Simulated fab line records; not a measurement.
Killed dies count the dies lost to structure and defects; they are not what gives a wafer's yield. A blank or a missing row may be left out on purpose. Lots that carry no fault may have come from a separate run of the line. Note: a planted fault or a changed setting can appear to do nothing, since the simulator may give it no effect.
8D (eight disciplines) problem report, filled in by code || flow gf180mcu || the parts of the form that need people (team, actions taken, sign-off) are left out

1. WHAT WENT WRONG
Mean POLY_GATE_CVD_00_THK at GF_POLY_GATE_THK_MEAS_01: 245.4 nm over 9 wafers in 3 lots; fault-free wafers: 199.6 nm, standard deviation 2. That is +23 standard deviations from the usual mean.
First observed at day 12 06:08: wafer L958.2, on film metro-03. At this step, 39 wafers from 13 lots have a number in the record. Rule for "out", or "out of limits": more than 4 standard deviations from the usual mean. All remaining wafers that have a number are taken as sound.

2. WHAT IT IS, WHAT IT ISN'T
{"question": "which readings at this step", "is": "POLY_GATE_CVD_00_THK", "is not": "-"}
{"question": "which lots", "is": "L958, L959, L961", "is not": "L945, L946, L948, L950, L951, L953, L957, L960, L967, L968"}
{"question": "which wafers of those lots", "is": "all that have a number", "is not": "-"}
{"question": "read on which gauges", "is": "film metro-01, film metro-03", "is not": "-"}
{"question": "when", "is": "from day 12 06:08", "is not": "up to then (21 sound wafers); but 9 sound wafers of L960, L967, L968 came after"}

3. SUSPECTS, AND WHAT RULES EACH OUT
Counting: a tool at a process step up to the reading stays a suspect if it ran every lot that is out and no sound lot after the first of them.
- ruled out: the gauge at GF_POLY_GATE_THK_MEAS_01. 2 gauges (film metro-01, film metro-03) read the wafers that are out.
- lpcvd-01 at GF_POLY_GATE_CVD_00 (deposits poly-Si, target thk 200 nm, time 1200 s): kept. It processed each lot that is out, first L958 at day 12 04:48, and no sound lot thereafter; up to then, the last sound lot it processed was L957 at day 11 21:21. On those wafers its own readings are out: spike tc centre C, spike tc lower C, spike tc top C, spike tc upper C, susceptor temp C.
The count leaves lpcvd-01 at GF_POLY_GATE_CVD_00.

4. THE CAUSE (what the simulator had put in)
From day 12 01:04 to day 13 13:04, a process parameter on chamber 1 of lpcvd-01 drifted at GF_POLY_GATE_CVD_00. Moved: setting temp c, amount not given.
After counting, this tool was the only one left.

5. THE EFFECT CHAIN, in route order
Each row: a reading where the mean over the struck wafers with a number is more than 3 standard deviations away from the usual. Readings are gone through only where the record gives a usual standard deviation; hours: the median, over the lots, of the time from a lot's start at the first step in this table giving one to that lot's start at this step; sigmas: the change measured in usual standard deviations.
{"hours": 0, "step": "GF_POLY_GATE_CVD_00", "reading": "spike tc bottom C", "usual": "640.9 C", "on struck wafers": 648.9, "change": "+8.0", "sigmas": "+4.4"}
{"hours": 0, "step": "GF_POLY_GATE_CVD_00", "reading": "spike tc centre C", "usual": "620.3 C", "on struck wafers": 629.7, "change": "+9.4", "sigmas": "+6.3"}
{"hours": 0, "step": "GF_POLY_GATE_CVD_00", "reading": "spike tc lower C", "usual": "621.3 C", "on struck wafers": 629.7, "change": "+8.4", "sigmas": "+6.0"}
{"hours": 0, "step": "GF_POLY_GATE_CVD_00", "reading": "spike tc top C", "usual": "638.2 C", "on struck wafers": 647.5, "change": "+9.3", "sigmas": "+9.3"}
{"hours": 0, "step": "GF_POLY_GATE_CVD_00", "reading": "spike tc upper C", "usual": "620.0 C", "on struck wafers": 628.8, "change": "+8.8", "sigmas": "+9.3"}
{"hours": 0, "step": "GF_POLY_GATE_CVD_00", "reading": "susceptor temp C", "usual": "620.0 C", "on struck wafers": 629.1, "change": "+9.1", "sigmas": "+29"}
{"hours": 2, "step": "GF_POLY_GATE_THK_MEAS_01", "reading": "POLY_GATE_CVD_00_THK", "usual": "199.6 nm", "on struck wafers": 245.4, "change": "+45.8", "sigmas": "+23"}
Here are the process steps it includes:
- GF_POLY_GATE_CVD_00: deposits poly-Si, target thk 200 nm, time 1200 s.
At these later measuring or inspecting steps, every struck wafer for which the step has a row has a number for every such reading, and none has moved that far: GF_POLY_GATE_CD_MEAS_10, GF_POLY_GATE_OVL_MEAS_11, GF_HV_LDD_CD_MEAS_19.

6. HOW IT WOULD HAVE BEEN CAUGHT EARLIER
Counted from the fault's start at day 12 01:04, it took 5 hours until the first out-of-limits reading at a measuring or inspecting step in this record, taken at day 12 06:08.
At GF_POLY_GATE_CVD_00, the tool's own readings (spike tc centre C, spike tc lower C, spike tc top C, spike tc upper C, susceptor temp C) were out on each struck wafer the step has a row for, so an alarm limit on them would have fired on the first such wafer.
Lots out: 3; of these, L959, L961 started GF_POLY_GATE_CVD_00 on lpcvd-01 after day 12 06:08. A hold on the tool at that time would have spared those 2.
